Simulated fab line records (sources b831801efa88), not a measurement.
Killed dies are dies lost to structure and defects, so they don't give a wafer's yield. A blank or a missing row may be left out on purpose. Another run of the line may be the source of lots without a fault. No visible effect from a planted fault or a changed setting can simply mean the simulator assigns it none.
What tool caused it?	flow sky130	Sampling: 13 lots, 39 wafers, 2 of 708 route steps

## WHAT THE GAUGES READ, wafer by wafer
SKY_CAP2M_THK_MEAS_01. Usual: CAP2M_CVD_00_THK gives 15.56 nm (standard deviation 0.24).
lot	measured	on	CAP2M_CVD_00_THK (nm)	flag
L485	day 39 14:17	film_metro-01	15.81 15.89 15.81	
L486	day 39 20:04	film_metro-03	15.49 15.28 15.33	
L487	day 40 06:24	film_metro-03	15.34 15.47 15.58	
L488	day 40 12:55	film_metro-03	15.60 15.56 15.88	
L489	day 40 21:58	film_metro-03	15.54 15.41 15.62	
L490	day 41 11:46	film_metro-01	15.14 15.43 15.53	
L491	day 41 22:10	film_metro-03	15.29 15.22 15.42	
L493	day 42 03:15	film_metro-03	15.54 15.49 16.02	
L495	day 42 08:23	film_metro-01	15.51 15.95 15.81	
L496	day 42 16:04	film_metro-02	15.74 15.55 15.78	
L506	day 45 13:02	film_metro-03	15.58 15.61 15.65	
L507	day 45 15:47	film_metro-02	15.25 15.84 15.44	
L508	day 45 21:47	film_metro-03	15.61 15.40 15.74	

## WHAT TOOL EACH LOT RAN ON (gives the tool, then ch and the chambers of the sampled wafers, and finally the start)
lot	SKY_VIA1_CMP_02
L485	cmp-01 ch 0,2,3, day 32 16:31
L486	cmp-02 ch 0,1, day 32 23:03
L487	cmp-01 ch 1,2,3, day 33 11:46
L488	cmp-02 ch 0,2, day 33 18:05
L489	cmp-01 ch 0,1,2, day 34 02:47
L490	cmp-02 ch 0,2,3, day 34 18:22
L491	cmp-01 ch 0,1,2, day 35 05:58
L493	cmp-01 ch 1,2, day 35 10:01
L495	cmp-01 ch 0,1,3, day 35 16:58
L496	cmp-01 ch 0,1,2, day 36 02:16
L506	cmp-02 ch 0,3, day 39 07:16
L507	cmp-02 ch 0,1, day 39 11:15
L508	cmp-02 ch 1,2,3, day 39 18:46
- SKY_VIA1_CMP_02: polishes SiO2.

## WHAT THE TOOLS THEMSELVES READ (means of the sampled wafers that have a number; where no wafer has one, the mark that the record gives instead)
SKY_VIA1_CMP_02. Usual: head_pressure_psi 4.001 psi, standard deviation 0.0082; motor_current_A 11.9 A, standard deviation 1.2.
lot	tool	head_pressure_psi (psi)	motor_current_A (A)	flag
L485	cmp-01	3.996	10.7	
L486	cmp-02	4.006	11.7	
L487	cmp-01	4.001	11.5	
L488	cmp-02	3.999	11.8	
L489	cmp-01	4.006	12.0	
L490	cmp-02	4.004	12.6	
L491	cmp-01	4.002	12.3	
L493	cmp-01	3.998	12.1	
L495	cmp-01	4.000	11.7	
L496	cmp-01	4.000	12.1	
L506	cmp-02	4.000	13.2	
L507	cmp-02	4.001	11.5	
L508	cmp-02	4.007	12.1	

## THE ANSWER, worked out from the rows above alone
Rule: lot off if the mean of its wafers having a number is beyond 3 standard deviations from the usual mean. A lot without any number at a reading at which 4 lots or more have one is off too. The other lots that the step has rows for count as sound. Order of review: gauges by route order, followed by the tools' own readings, for which a lot's mean as printed above is used. The first step at which some lot is off is used, and at that step the reading that is off furthest; a lot without a number counts as furthest.
No lot is off on any of the readings shown, so nothing can be concluded from this.

## WHAT WAS PUT IN BY THE SIMULATOR
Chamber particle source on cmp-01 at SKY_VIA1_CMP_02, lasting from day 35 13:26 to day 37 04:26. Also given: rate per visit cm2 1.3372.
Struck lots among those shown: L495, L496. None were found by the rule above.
